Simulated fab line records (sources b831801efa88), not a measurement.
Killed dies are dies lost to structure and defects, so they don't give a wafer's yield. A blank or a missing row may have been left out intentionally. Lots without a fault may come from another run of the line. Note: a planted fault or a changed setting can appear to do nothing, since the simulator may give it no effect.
Problem report, 8D (eight disciplines) form, completed by code :: flow gf180mcu :: the parts of the form that need people (team, actions taken, sign-off) are left out

1. THE PROBLEM
Mean of run-length-s at GF_STI_WET_ETCH_28: 114.5 s across 9 wafers in 3 lots; on wafers with no fault it is 68.3 s (standard deviation 2.8). That puts it +16 standard deviations away from the usual mean.
The step: etches SiO2 in dHF, target depth 20 nm, time 40 s.
First observed at day 3 21:28: wafer L284.2, on wet-bench-02. At this step, 42 wafers from 14 lots have a number in the record. By rule, "out" or "out of limits" means more than 4 standard deviations away from the usual mean. The other wafers with a number count as sound.

2. WHAT IT IS; WHAT IT IS NOT
question: which readings at this step
is: run-length-s
is not: -

question: which lots
is: L284, L285, L286
is not: L276, L277, L278, L279, L280, L281, L282, L283, L293, L296, L299

question: which wafers of those lots
is: all that have a number
is not: -

question: read on which tools
is: wet-bench-02
is not: wet-bench-01, wet-bench-03

question: when
is: from day 3 21:28
is not: up to then (24 sound wafers); but 9 sound wafers of L293, L296, L299 came after

3. SUSPECTS, AND WHAT RULES EACH OUT
Counting: any tool at a process step up to the reading is kept as a suspect provided that every lot that is out went through it and no sound lot did after the first of them.
- wet-bench-02 at GF_STI_WET_ETCH_28 (etches SiO2 in dHF, target depth 20 nm, time 40 s): kept. All lots that are out passed through it, beginning with L284 at day 3 21:28, and no sound lot followed; its final sound lot before that point was L283 at day 3 17:30. Its own readings are out on those wafers: run-length-s.
Left after counting: wet-bench-02 at GF_STI_WET_ETCH_28.

4. THE CAUSE (what the simulator had put in)
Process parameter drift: wet-bench-02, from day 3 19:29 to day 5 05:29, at GF_STI_WET_ETCH_28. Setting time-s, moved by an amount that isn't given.
This tool alone remained once counting was done.

5. THE CHAIN OF EFFECTS, in route order
Each row: a reading where the mean over the struck wafers with a number is more than 3 standard deviations away from the usual. Readings are gone through only where the record gives a usual standard deviation; hours: the median, over the lots, of the time from a lot's start at the first step in this table giving one to that lot's start at this step; sigmas: the change measured in usual standard deviations.
hours: 0
step: GF_STI_WET_ETCH_28
reading: run-length-s
usual: 68.3 s
on struck wafers: 114.5
change: +46.2
sigmas: +16
Here are the process steps it includes:
- GF_STI_WET_ETCH_28: etches SiO2 in dHF, target depth 20 nm, time 40 s.
Later steps that measure or inspect, where all struck wafers having a row at the step show a number for every such reading and not one has moved that far: GF_NSD_CD_MEAS_07, GF_SALICIDE_THK_MEAS_05.

6. WHAT WOULD HAVE CAUGHT IT SOONER
2 hours passed between the start of the fault at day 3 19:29 and the first reading out of limits in this record, taken at day 3 21:28.
